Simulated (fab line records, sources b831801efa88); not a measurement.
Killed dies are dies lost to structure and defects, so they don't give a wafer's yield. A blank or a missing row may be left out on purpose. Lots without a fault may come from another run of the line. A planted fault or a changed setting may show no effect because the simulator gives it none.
fab line records | flow sky130
record lots=13 wafers=39 last_day=50
route steps=708 shown METAL1@436 METAL3@535 VIA3@585 PAD_OPEN@708
lots that met no fault: from a run of the same line without faults
start_h: hours from the record's first day to the start of the lot's first wafer shown | wait_h: hours since the lot's step before | " the same as in the row above | L1.1+2: a row that stands for several wafers | - no value, or no start given | * or withheld: withheld | < > ~ a bound
route shown NAME@n: a module of which the file shows steps, and the number in the route of the first | usual: mean/standard deviation of fault-free wafers | same: alike in all rows | chamber/n: place in a boat | sites: the reading at each site | _std_site: their standard deviation | _edge_site: outer sites' mean less inner sites' | radius_mm: how far each site lies from the wafer's centre | mask NAME#n: copy n | behind: the tool/chamber that last shaped the wafer | hold: why the lot was held/for how many hours/how that ended | device: the transistor (n, p or np) that didn't switch | end of line: the same wafers' tests at the end of the route | a step without rows: its recipe alone | killed: dies lost to structure and defects at the first sort, not the wafer's yield | map: a wafer's dies, x killed, . not, _ none there
set.NAME: the setting as run; set.NAME@STEP: as run at that earlier step | model.NAME: the simulator's own value behind a step, which no gauge read
steps of the route over a sample of lots; a table a step, a row a wafer
services: from which hour (start_h, from the record's first day; less than 0 if before it) a tool's chamber was out of use, for how many hours, and why
## steps
# step SKY_METAL1_SPUTTER_02
# recipe material=AlCu target_thk_nm=250 power_w=10600 time_s=13.3 chamber_pressure_pa=0.4
# usual throttle_valve_pct=30.3/0.86
# columns lot.wafer tool chamber start_h wait_h throttle_valve_pct
L447.1 pvd_sputter-02 - 735.61 0.0 29.8
L447.3 " - " " 30.7
L447.6 " - " " 30.3
L449.1 pvd_sputter-02 - 755.79 0.0 30.1
L449.3 " - " " 29.6
L449.4 " - " " 29.9
L450.1 pvd_sputter-03 - 768.60 0.0 29.7
L450.2 " - " " 29.2
L450.5 " - " " 30.0
L451.1 pvd_sputter-02 - 770.77 0.0 29.7
L451.3 " - " " 30.7
L451.6 " - " " 30.0
L452.3 pvd_sputter-01 - 783.77 0.0 31.2
L452.4 " - " " 31.5
L452.5 " - " " 29.1
L453.2 pvd_sputter-01 - 791.40 0.0 29.2
L453.3 " - " " 31.0
L453.4 " - " " 31.4
L454.1 pvd_sputter-01 - 806.43 0.0 29.6
L454.2 " - " " 30.9
L454.6 " - " " 29.2
L456.3 pvd_sputter-03 - 813.71 0.0 30.1
L456.4 " - " " 29.8
L456.5 " - " " 30.5
L457.4 pvd_sputter-02 - 821.08 0.0 30.2
L457.5 " - " " 30.2
L457.6 " - " " 30.2
L458.1 pvd_sputter-01 - 830.85 0.0 29.4
L458.3 " - " " 31.5
L458.6 " - " " 29.0
L459.3 pvd_sputter-01 - 845.45 0.0 29.3
L459.4 " - " " 31.9
L459.6 " - " " 29.1
L465.2 pvd_sputter-01 - 880.78 0.0 29.3
L465.3 " - " " 29.1
L465.4 " - " " 31.7
L467.1 pvd_sputter-01 - 902.65 0.0 29.0
L467.4 " - " " 31.5
L467.5 " - " " 31.7
# step SKY_METAL3_SPUTTER_03
# recipe material=Ti target_thk_nm=5 power_w=3000 time_s=3.3 chamber_pressure_pa=0.4
# usual throttle_valve_pct=30.2/0.86
# columns lot.wafer tool chamber start_h wait_h throttle_valve_pct
L447.1 pvd_sputter-01 - 848.46 0.0 28.8
L447.3 " - " " 29.4
L447.6 " - " " 29.1
L449.1 pvd_sputter-01 - 867.82 0.0 28.9
L449.3 " - " " 31.6
L449.4 " - " " 29.5
L450.1 pvd_sputter-02 - 880.46 0.0 30.3
L450.2 " - " " 30.7
L450.5 " - " " 29.8
L451.1 pvd_sputter-01 - 881.89 0.0 29.4
L451.3 " - " " 31.9
L451.6 " - " " 29.0
L452.3 pvd_sputter-01 - 893.91 0.0 31.8
L452.4 " - " " 31.2
L452.5 " - " " 29.6
L453.2 pvd_sputter-03 - 902.07 0.0 29.4
L453.3 " - " " 30.5
L453.4 " - " " 29.6
L454.1 pvd_sputter-02 - 915.67 0.0 30.7
L454.2 " - " " 29.9
L454.6 " - " " 29.5
L456.3 pvd_sputter-01 - 922.79 0.0 31.1
L456.4 " - " " 31.5
L456.5 " - " " 30.9
L457.4 pvd_sputter-03 - 930.61 0.0 30.5
L457.5 " - " " 30.1
L457.6 " - " " 29.7
L458.1 pvd_sputter-02 - 939.62 0.0 30.7
L458.3 " - " " 30.2
L458.6 " - " " 30.3
L459.3 pvd_sputter-01 - 952.08 0.0 29.0
L459.4 " - " " 31.0
L459.6 " - " " 31.0
L465.2 pvd_sputter-02 - 987.39 0.0 30.6
L465.3 " - " " 30.0
L465.4 " - " " 30.1
L467.1 pvd_sputter-01 - 1006.54 0.0 31.0
L467.4 " - " " 29.3
L467.5 " - " " 30.9
# step SKY_METAL3_SPUTTER_04
# recipe material=TiN target_thk_nm=70 power_w=6500 time_s=58.3 chamber_pressure_pa=0.4
# usual throttle_valve_pct=30.2/0.87
# columns lot.wafer tool chamber start_h wait_h throttle_valve_pct
L447.1 pvd_sputter-01 - 848.48 0.0 29.1
L447.3 " - " " 29.4
L447.6 " - " " 28.8
L449.1 pvd_sputter-01 - 867.84 0.0 29.1
L449.3 " - " " 31.4
L449.4 " - " " 29.1
L450.1 pvd_sputter-02 - 880.48 0.0 30.4
L450.2 " - " " 30.7
L450.5 " - " " 29.7
L451.1 pvd_sputter-01 - 881.91 0.0 29.2
L451.3 " - " " 31.7
L451.6 " - " " 29.1
L452.3 pvd_sputter-01 - 893.93 0.0 31.7
L452.4 " - " " 31.1
L452.5 " - " " 29.2
L453.2 pvd_sputter-03 - 902.08 0.0 29.3
L453.3 " - " " 30.6
L453.4 " - " " 30.0
L454.1 pvd_sputter-02 - 915.68 0.0 30.8
L454.2 " - " " 29.8
L454.6 " - " " 30.1
L456.3 pvd_sputter-01 - 922.81 0.0 30.9
L456.4 " - " " 31.5
L456.5 " - " " 30.9
L457.4 pvd_sputter-03 - 930.62 0.0 30.2
L457.5 " - " " 29.8
L457.6 " - " " 30.0
L458.1 pvd_sputter-02 - 939.64 0.0 30.7
L458.3 " - " " 30.4
L458.6 " - " " 30.2
L459.3 pvd_sputter-01 - 952.10 0.0 29.4
L459.4 " - " " 31.0
L459.6 " - " " 31.3
L465.2 pvd_sputter-02 - 987.41 0.0 30.5
L465.3 " - " " 29.8
L465.4 " - " " 30.3
L467.1 pvd_sputter-01 - 1006.56 0.0 31.0
L467.4 " - " " 29.6
L467.5 " - " " 31.1
# step SKY_VIA3_CD_MEAS_12
# recipe target_cd_nm=200
# usual cd_nm=200.2/1.2
# columns lot.wafer tool chamber start_h wait_h cd_nm
L447.1 cd_sem-01 - 927.44 - 200.2
L447.3 " - " " 202.4
L447.6 " - " " 201.5
L449.1 cd_sem-01 - 946.13 - 200.1
L449.3 " - " " 199.6
L449.4 " - " " 199.9
L450.1 cd_sem-01 - 956.65 - 202.7
L450.2 " - " " 202.8
L450.5 " - " " 202.3
L451.1 cd_sem-01 - 962.94 - 198.8
L451.3 " - " " 198.3
L451.6 " - " " 198.1
L452.3 cd_sem-02 - 969.77 - 198.9
L452.4 " - " " 199.5
L452.5 " - " " 199.5
L453.2 cd_sem-02 - 976.25 - 199.7
L453.3 " - " " 201.5
L453.4 " - " " 200.7
L454.1 cd_sem-02 - 991.27 - 199.4
L454.2 " - " " 199.7
L454.6 " - " " 199.0
L456.3 cd_sem-02 - 999.77 - 199.5
L456.4 " - " " 199.6
L456.5 " - " " 199.7
L457.4 cd_sem-02 - 1003.99 - 200.2
L457.5 " - " " 199.9
L457.6 " - " " 200.4
L458.1 cd_sem-02 - 1010.63 - 199.9
L458.3 " - " " 199.5
L458.6 " - " " 200.5
L459.3 cd_sem-01 - 1023.16 - 200.8
L459.4 " - " " 200.3
L459.6 " - " " 202.5
L465.2 cd_sem-01 - 1057.26 - 202.1
L465.3 " - " " 202.1
L465.4 " - " " 201.2
L467.1 cd_sem-02 - 1074.83 - 201.6
L467.4 " - " " 200.6
L467.5 " - " " 202.2
# step SKY_PAD_OPEN_PROBE_99
# usual defect_limited_yield=82.4/1.9 killed_at_M0_to_M3=43/7.1 killed_at_M4_up=3.2/1.7 killed_at_contacts=24/5.6 killed_at_front_end=16/5 killed_at_other=0.4/0.68 killed_dies=86/9.3 killed_open=47/7.1 killed_short=39/5.7 sort_bin_3_pad_short=0.9/0.38 sort_bin_5_function=10.4/1.5 sort_bin_6_memory=6.3/1.3 sort_n_pass=406/9.3 sort_yield_pct=82.4/1.9
# same gross_dies=492 killed_at_back_side=0 sort_bin_4_leakage[%]=0 sort_bin_8_speed[%]=0
# columns lot.wafer tool chamber start_h wait_h defect_limited_yield[%] killed_at_M0_to_M3 killed_at_M4_up killed_at_contacts killed_at_front_end killed_at_other killed_dies killed_open killed_short sort_bin_3_pad_short[%] sort_bin_5_function[%] sort_bin_6_memory[%] sort_n_pass sort_yield_pct[%]
L465.2 prober-01 - 1180.54 0.1 76.6 71 4 24 16 0 115 54 44 2.0 13.0 8.3 377 76.6
L465.3 prober-01 - 1180.59 0.2 74.2 90 1 23 13 0 127 42 32 4.9 14.4 6.5 365 74.2
L465.4 prober-01 - 1180.64 0.2 71.1 100 3 28 10 1 142 41 36 5.7 15.4 7.7 350 71.1
L467.1 prober-02 - 1193.78 0.1 75.0 81 2 31 9 0 123 42 28 4.1 16.7 4.3 369 75.0
L467.4 prober-02 - 1193.93 0.2 69.3 102 3 27 19 0 151 44 40 5.7 18.9 6.1 341 69.3
L467.5 prober-02 - 1193.98 0.2 70.5 108 2 25 10 0 145 38 43 4.7 17.7 7.1 347 70.5
# killed by level:class
L465.2 VIA1:geometric_particle:open=19 METAL1:unspecified=16 LI_CONTACT:geometric_particle:open=7 VIA1:geometric_particle:short=7 LOCAL_INTERCONNECT:geometric_particle:short=6 CONTACT:geometric_particle:open=6 VIA2:geometric_particle:open=6 METAL3:geometric_particle:short=6
L465.3 METAL1:unspecified=53 LI_CONTACT:geometric_particle:open=10 METAL1:geometric_particle:short=7 VIA2:geometric_particle:open=7 VIA1:geometric_particle:open=6 CONTACT:geometric_particle:open=6 FIELD_ISO:geometric_particle:short=5 VIA3:geometric_particle:open=5
L465.4 METAL1:unspecified=65 LI_CONTACT:geometric_particle:open=7 VIA1:geometric_particle:open=7 VIA2:geometric_particle:open=6 LOCAL_INTERCONNECT:geometric_particle:short=5 CONTACT:geometric_particle:short=5 CONTACT:geometric_particle:open=5 METAL1:geometric_particle:short=5
L467.1 METAL1:unspecified=53 CONTACT:geometric_particle:open=12 VIA3:geometric_particle:open=7 LI_CONTACT:geometric_particle:open=6 CONTACT:geometric_particle:short=4 METAL2:geometric_particle:short=4 VIA2:geometric_particle:open=4 FIELD_ISO:geometric_particle:open=3
L467.4 METAL1:unspecified=67 CONTACT:geometric_particle:open=11 METAL2:geometric_particle:short=8 VIA1:geometric_particle:open=7 VIA3:geometric_particle:open=7 FIELD_ISO:geometric_particle:short=6 CONTACT:geometric_particle:short=6 LI_CONTACT:geometric_particle:open=6
L467.5 METAL1:unspecified=64 METAL2:geometric_particle:short=13 LI_CONTACT:geometric_particle:open=10 VIA1:geometric_particle:open=8 VIA2:geometric_particle:open=7 CONTACT:geometric_particle:short=5 FIELD_ISO:geometric_particle:short=4 CONTACT:geometric_particle:open=4
## services
# columns tool chamber start_h hours kind
pvd_sputter-02 - 777.74 1.8 repair
pvd_sputter-01 3 780.08 - consumable_replace:kit
pvd_sputter-01 3 780.08 18.0 scheduled_down
pvd_sputter-01 3 780.08 18.0 vent_cycle
pvd_sputter-01 - 813.63 1.2 repair
pvd_sputter-02 - 831.83 20.9 repair
pvd_sputter-02 - 839.97 14.8 repair
pvd_sputter-02 1 867.37 - consumable_replace:kit
pvd_sputter-02 1 867.37 18.0 scheduled_down
pvd_sputter-02 1 867.37 18.0 vent_cycle
pvd_sputter-03 - 878.35 8.0 repair
pvd_sputter-03 - 898.38 2.3 repair
pvd_sputter-01 2 910.19 - consumable_replace:kit
pvd_sputter-01 2 910.19 18.0 scheduled_down
pvd_sputter-01 2 910.19 18.0 vent_cycle
pvd_sputter-03 - 932.08 5.2 repair
pvd_sputter-01 - 953.33 2.4 repair
pvd_sputter-03 - 958.48 1.5 repair
pvd_sputter-01 1 980.73 - consumable_replace:kit
pvd_sputter-01 1 980.73 18.0 scheduled_down
pvd_sputter-01 1 980.73 18.0 vent_cycle
pvd_sputter-03 - 981.05 1.1 repair
pvd_sputter-01 - 986.96 1.9 repair
pvd_sputter-01 - 991.91 1.4 repair
## key
first_sign step=SKY_PAD_OPEN_PROBE_99 reading=sort_bin_3_pad_short direction=up sigmas=9.5 usual=0.9 struck=4.5
effect step=SKY_PAD_OPEN_PROBE_99 reading=killed_at_M0_to_M3 direction=up sigmas=6.9 usual=43 struck=92
met_at SKY_METAL1_SPUTTER_02
struck_lots L465,L467
not_acting_at SKY_METAL3_SPUTTER_03,SKY_METAL3_SPUTTER_04,SKY_VIA3_CD_MEAS_12
onset_between 845.45 880.78
also_fits time
fault kind=chamber_particle_source tool=pvd_sputter-01 chamber=- onset_h=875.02 steps=SKY_METAL1_SPUTTER_02 rate_per_visit_cm2=1.6743 end_h=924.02
